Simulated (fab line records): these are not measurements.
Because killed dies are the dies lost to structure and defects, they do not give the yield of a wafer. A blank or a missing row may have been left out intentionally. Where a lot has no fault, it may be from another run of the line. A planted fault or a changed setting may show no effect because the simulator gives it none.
A struck lot beside a sound one | flow sky130 | 15 out of 708 route steps
Sound: these wafers, L715.2, L715.3, L715.6. Struck: wafer L727.1 (left out: L727.5, L727.6 of the same lot, which were not struck); the cause appears at the end.
Per side, at each step with rows, come the tool, then ch with its chambers, and then its first start. Under that, the readings that differ: sound wafers | struck wafers | difference of the means | sigmas: that difference in standard deviations of wafers without a fault.
alike: a reading whose means differ by less than 2 such deviations, as well as words and numbers matching on both sides. not compared: withheld readings; readings where some wafer has no value; bounds like >300 that might hide an equal value; numbers whose values overlap and for which the record gives no deviation.
Wherever a step has rows on one side only, a row that says differs or no value, or a row with sigmas, the two part there. When numbers do not overlap yet have no deviation, they are printed without sigmas and do not part them. A reading that every wafer of one side lacks parts them only if that side has two wafers or more.

first, 1 step without rows for these wafers: SKY_POLY_GATE_CVD_03 (deposits Si3N4 from DCS/NH3, target thk 75 nm, time 1290 s).
SKY_POLY_GATE_THK_MEAS_04:
  sound: film-metro-04 at day 17 13:24; struck: film-metro-02 at day 22 04:37
  alike: POLY_GATE_CVD_03_THK
then, 8 steps without rows for these wafers: SKY_POLY_GATE_DEHYDRATE_05 (time 60 s); SKY_POLY_GATE_HMDS_06 (prime time 60 s); SKY_POLY_GATE_COAT_07 (resist thk 110 nm); SKY_POLY_GATE_COAT_08 (resist thk 450 nm); SKY_POLY_GATE_SOFTBAKE_09 (time 90 s); SKY_POLY_GATE_EXPOSE_10 (exposes mask P1M, target cd 150 nm); SKY_POLY_GATE_PEB_11; SKY_POLY_GATE_DEVELOP_12 (develop time 60 s).
SKY_POLY_GATE_CD_MEAS_13: the cd target is 150 nm.
  sound: cd-sem-01 at day 18 18:40; struck: cd-sem-01 at day 23 10:58
  alike: cd-nm
SKY_POLY_GATE_OVL_MEAS_14:
  sound: overlay-01 at day 18 18:46; struck: overlay-02 at day 23 11:05
  alike: POLY_GATE_OVL
SKY_POLY_GATE_ETCH_15: etches BARC in N2/H2, stops on SiO2, time 118.5 s, target depth 110 nm.
  sound on rie-diel-04 ch 2,3, day 18 18:48; struck on rie-diel-04 ch 2, day 23 11:07
  reading                                          | sound                | struck | difference | sigmas
  bias-w (W)                                       | 100.05 100.00 100.05 | 89.75  | -10.28     | -37
  oes-product-au (a.u.)                            | 0.717 0.715 0.724    | 0.708  | -0.011     | -2
  model.KrF-thick_of_POLY_GATE_COAT_08.thk-nm (nm) | 343.4 340.9 342.3    | 346.5  | +4.3       |
  alike: drypump-motor-current-A, rf-fwd-power-W, throttle-valve-pct
  not compared: rf-hours-counter-h
SKY_POLY_GATE_ETCH_16: etches Si3N4 in CH3F/O2, stops on poly-Si, time 147.5 s, target depth 75 nm.
  sound on rie-diel-04 ch 2,3, day 18 18:53; struck on rie-diel-04 ch 2, day 23 11:12
  alike: bias-w, ch3f-flow-sccm, drypump-motor-current-A, oes-product-au, rf-fwd-power-W, throttle-valve-pct
  not compared: rf-hours-counter-h
-- the record jumps here: 27 days lie between the struck wafers' starts before and after (it left off in module POLY_GATE and takes up again in module PAD_OPEN, whose first step shown is number 708 of the route) --
SKY_PAD_OPEN_PROBE_99:
  rows exist in the record for the struck wafers here (prober-02, day 50 08:01), but not for the sound ones

== WHERE THEY PART ==
At SKY_POLY_GATE_ETCH_15 first; at SKY_PAD_OPEN_PROBE_99 last (within this record only).

WHY: what had been put in by the simulator
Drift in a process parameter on rie-diel-04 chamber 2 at SKY_POLY_GATE_ETCH_15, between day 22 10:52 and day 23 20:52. From 100, the setting bias-w moved by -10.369. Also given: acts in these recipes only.
